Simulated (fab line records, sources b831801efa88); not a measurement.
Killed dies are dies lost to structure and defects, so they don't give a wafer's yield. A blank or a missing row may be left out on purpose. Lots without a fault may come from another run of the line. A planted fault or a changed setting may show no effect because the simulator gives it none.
Which tool did it? | flow gf180mcu | 6 lots, 18 wafers sampled, at 2 steps of a route of 602

WHAT THE GAUGES READ, wafer by wafer
GF_V3_THK_MEAS_25: measures by xrf.
lot  | measured     | on            | V3_W_THK (nm)
L703 | day 23 04:12 | film_metro-01 | 363 371 366
L706 | day 24 02:10 | film_metro-03 | 355 355 353
L708 | day 24 20:14 | film_metro-04 | 361 354 355
L711 | day 25 17:59 | film_metro-01 | 369 360 372
L721 | day 29 04:53 | film_metro-03 | 360 362 354
L724 | day 29 20:50 | film_metro-04 | 362 363 356

WHICH TOOL RAN EACH LOT (tool, then ch and the chambers of the sampled wafers, then the start)
lot  | GF_V1_CMP_26
L703 | cmp-02 ch 0,3, day 18 22:02
L706 | cmp-02 ch 2,3, day 19 22:20
L708 | cmp-01 ch 0,3, day 20 17:49
L711 | cmp-02 ch 1,2,3, day 21 18:28
L721 | cmp-02 ch 0,2,3, day 25 13:04
L724 | cmp-01 ch 2,3, day 26 07:49
- GF_V1_CMP_26: polishes, stops on SiO2, t overpolish 15 s, target thk 0 nm.

THE ANSWER, worked out from the rows above alone
Rule: what is usual is taken from the lots themselves. Put in order of their means at a reading, lots are off if they are a third of the lots or fewer, leave a main group of 4 or more, and stand apart from it by a gap of 3 or more times the standard deviation of the main group's means; of several such gaps the widest counts. A main group whose means are all the same, to the digits that the tables above print for the reading, isn't used. A lot without any number at a reading at which 4 lots or more have one is off too. The other lots that the step has rows for count as sound.
No lot is off at any reading shown: from this, nothing can be told.

WHAT THE SIMULATOR HAD PUT IN
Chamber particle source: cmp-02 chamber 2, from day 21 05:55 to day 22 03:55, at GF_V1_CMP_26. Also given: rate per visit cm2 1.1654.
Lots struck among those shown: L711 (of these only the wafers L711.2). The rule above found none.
